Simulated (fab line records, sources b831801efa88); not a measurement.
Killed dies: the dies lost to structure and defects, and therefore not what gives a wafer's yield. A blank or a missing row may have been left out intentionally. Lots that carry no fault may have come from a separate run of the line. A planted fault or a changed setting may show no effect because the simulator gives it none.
Comparing a struck lot with a sound one    flow gf180mcu    37 out of 602 route steps
Sound: these wafers, L481.1, L481.2, L481.5. Struck: wafers L482.1, L482.3. (L482.2 of the same lot was not struck and is left out.) The cause comes at the end.
Each step with rows lists, per side, the tool, then ch with its chambers, then its first start. Under that, the readings that differ: sound wafers    struck wafers    difference of the means    sigmas: that difference in standard deviations of wafers without a fault.
alike: words and numbers the same on both sides, and readings whose means are apart by under 2 such deviations; not compared: readings that were withheld, readings missing a value for some wafer, numbers with overlapping values and no deviation given by the record, and bounds like >300 which may hide the same value.
The two part at a step that has a row with sigmas, a row that says differs or no value, or rows on one side only. When numbers do not overlap yet have no deviation, they are printed without sigmas and do not part them. A reading missing from all wafers of one side parts the sides only when that side holds two or more wafers.

first, 2 steps without rows for these wafers: GF_M1_PEB_12 (peb time 90 s); GF_M1_DEVELOP_13 (develop time 60 s).
GF_M1_CD_MEAS_14 targets a cd of 230 nm.
  sound on cd_sem-01 at day 19 09:37; struck on cd_sem-02 at day 19 19:22
reading     sound              struck       difference  sigmas
cd_nm (nm)  230.5 231.2 231.7  228.2 228.8  -2.6        -2
GF_M1_OVL_MEAS_15:
  sound on overlay-01 at day 19 09:44; struck on overlay-02 at day 19 19:29
  alike: M1_OVL
GF_M1_METAL_ETCH_16: etches the open film in Cl2/BCl3, stops on SiO2, target depth 750.8 nm, time 125.1 s.
  sound on rie_metal-04 ch 0,1, day 19 09:46; struck on rie_metal-04 ch 0,1, day 19 19:31
  alike: drypump_motor_current_A, oes_product_au, throttle_valve_pct
  not compared: rf_hours_counter_h
GF_M1_STRIP_17: strips in O2/N2.
  sound on plasma_asher-04 ch 0,1, day 19 09:54; struck on plasma_asher-03 ch 0,1, day 19 19:39
  alike: drypump_motor_current_A, heater_power_w, oes_product_au, strip_time_to_endpoint_s
  not compared: rf_hours_counter_h
then, 3 steps without rows for these wafers: GF_M1_STRIP_18 (strips in post etch residue remover, time 1200 s); GF_M1_CLEAN_19 (cleans in DIW); GF_V1_CVD_00 (deposits SiO2, target thk 600 nm, time 100 s).
GF_V1_THK_MEAS_01:
  sound on film_metro-03 at day 19 10:32; struck on film_metro-03 at day 19 20:17
  alike: V1_CVD_00_THK
then, 1 step without rows for these wafers: GF_V1_CVD_02 (deposits SiO2 from TEOS, target thk 850 nm, time 94.851 s).
GF_V1_THK_MEAS_03:
  sound on film_metro-04 at day 19 10:40; struck on film_metro-02 at day 19 20:25
  alike: V1_CVD_02_THK
GF_V1_CMP_04: polishes SiO2.
  sound on cmp-02 ch 1,3, day 19 10:46; struck on cmp-01 ch 2,3, day 19 20:29
reading                              sound            struck     difference  sigmas
time_to_endpoint_s (s)               70 76 75         94 108     +27         +5
model.SiO2_of_V1_CVD_02.thk_nm (nm)  631.8 632.7 632  573.1 571  -60.1       
  alike: motor_current_A, retaining_ring_pressure_frac
GF_V1_BOW_MEAS_05:
  sound on film_metro-03 at day 19 11:08; struck on film_metro-03 at day 19 20:47
  alike: V1_BOW
then, 8 steps without rows for these wafers: GF_V1_DEHYDRATE_06 (time 60 s); GF_V1_HMDS_07 (prime time 60 s); GF_V1_COAT_08; GF_V1_COAT_09 (resist thk 1000 nm); GF_V1_SOFTBAKE_10 (time 60 s); GF_V1_EXPOSE_11 (exposes mask Via1, target cd 260 nm); GF_V1_PEB_12 (peb time 90 s); GF_V1_DEVELOP_13 (develop time 60 s).
GF_V1_CD_MEAS_14 targets a cd of 260 nm.
  sound on cd_sem-02 at day 20 11:31; struck on cd_sem-01 at day 20 20:57
  alike: cd_nm
GF_V1_OVL_MEAS_15:
  sound on overlay-02 at day 20 11:38; struck on overlay-01 at day 20 21:04
  alike: V1_OVL
then, 1 step without rows for these wafers: GF_V1_ETCH_16 (etches BARC in N2/H2).
GF_V1_ETCH_17: etches SiO2 in C4F8/O2/Ar, stops on TiN, target depth 630 nm.
  sound on rie_diel-03 ch 0,1,2; struck on rie_diel-04 ch 1,2
reading                         sound              struck       difference  sigmas
oes_product_au (a.u.)           0.857 0.853 0.852  0.804 0.808  -0.048      -11
model.etch.depth_nm (nm)        631.8 632.7 632    573.1 571    -60.1       
model.V1.feature_depth_nm (nm)  631.8 632.7 632    573.1 571    -60.1       
GF_V1_STRIP_18: strips in O2/N2.
  sound on plasma_asher-02 ch 0,1, day 20 11:48; struck on plasma_asher-04 ch 0,1, day 20 21:14
reading             sound        struck   difference  sigmas
heater_power_w (W)  329 320 322  410 389  +76         +3
  alike: drypump_motor_current_A, oes_product_au
  not compared: rf_hours_counter_h
then, 2 steps without rows for these wafers: GF_V1_STRIP_19 (strips in post etch residue remover, time 1200 s); GF_V1_CLEAN_20 (cleans in DIW).
GF_V1_SPUTTER_21: material Ti, target thk 15 nm, time 80.02 s.
  sound on pvd_sputter-04 at day 20 12:20; struck on pvd_sputter-03 at day 20 21:46
  alike: cathode_dc_power_W, throttle_valve_pct
GF_V1_SPUTTER_22: material TiN, target thk 10 nm, time 40 s.
  sound on pvd_sputter-04 at day 20 12:23; struck on pvd_sputter-03 at day 20 21:50
  alike: cathode_dc_power_W, throttle_valve_pct
then, 1 step without rows for these wafers: GF_V1_CVD_23 (deposits W, target thk 350 nm, time 105.05 s).
GF_V1_RS_MEAS_24: measures by four-point-probe.
  sound on film_metro-04 at day 20 12:32; struck on film_metro-02 at day 20 21:59
  alike: V1_W_RS
GF_V1_THK_MEAS_25: measures by xrf.
  sound on film_metro-04 at day 20 12:40; struck on film_metro-02 at day 20 22:06
  alike: V1_W_THK
GF_V1_CMP_26: polishes, stops on SiO2, t overpolish 15 s, target thk 0 nm.
  sound on cmp-01 ch 0,2,3, day 20 12:49; struck on cmp-02 ch 2,3, day 20 22:10
reading                              sound          struck       difference  sigmas
model.SiO2_of_V1_CVD_02.thk_nm (nm)  628 629 628.2  569.3 567.3  -60.1       
  alike: motor_current_A, retaining_ring_pressure_frac
then, 1 step without rows for these wafers: GF_M2_SPUTTER_00 (material Ti, target thk 37.5 nm, time 150 s).
GF_PASSIVATION_PROBE_99:
  the record has rows for the sound wafers here (prober-01, day 30 21:30) and none for the struck ones

WHERE THEY PART
Earliest at GF_M1_CD_MEAS_14; latest, in this record, at GF_PASSIVATION_PROBE_99.

WHY: whatever the simulator had introduced
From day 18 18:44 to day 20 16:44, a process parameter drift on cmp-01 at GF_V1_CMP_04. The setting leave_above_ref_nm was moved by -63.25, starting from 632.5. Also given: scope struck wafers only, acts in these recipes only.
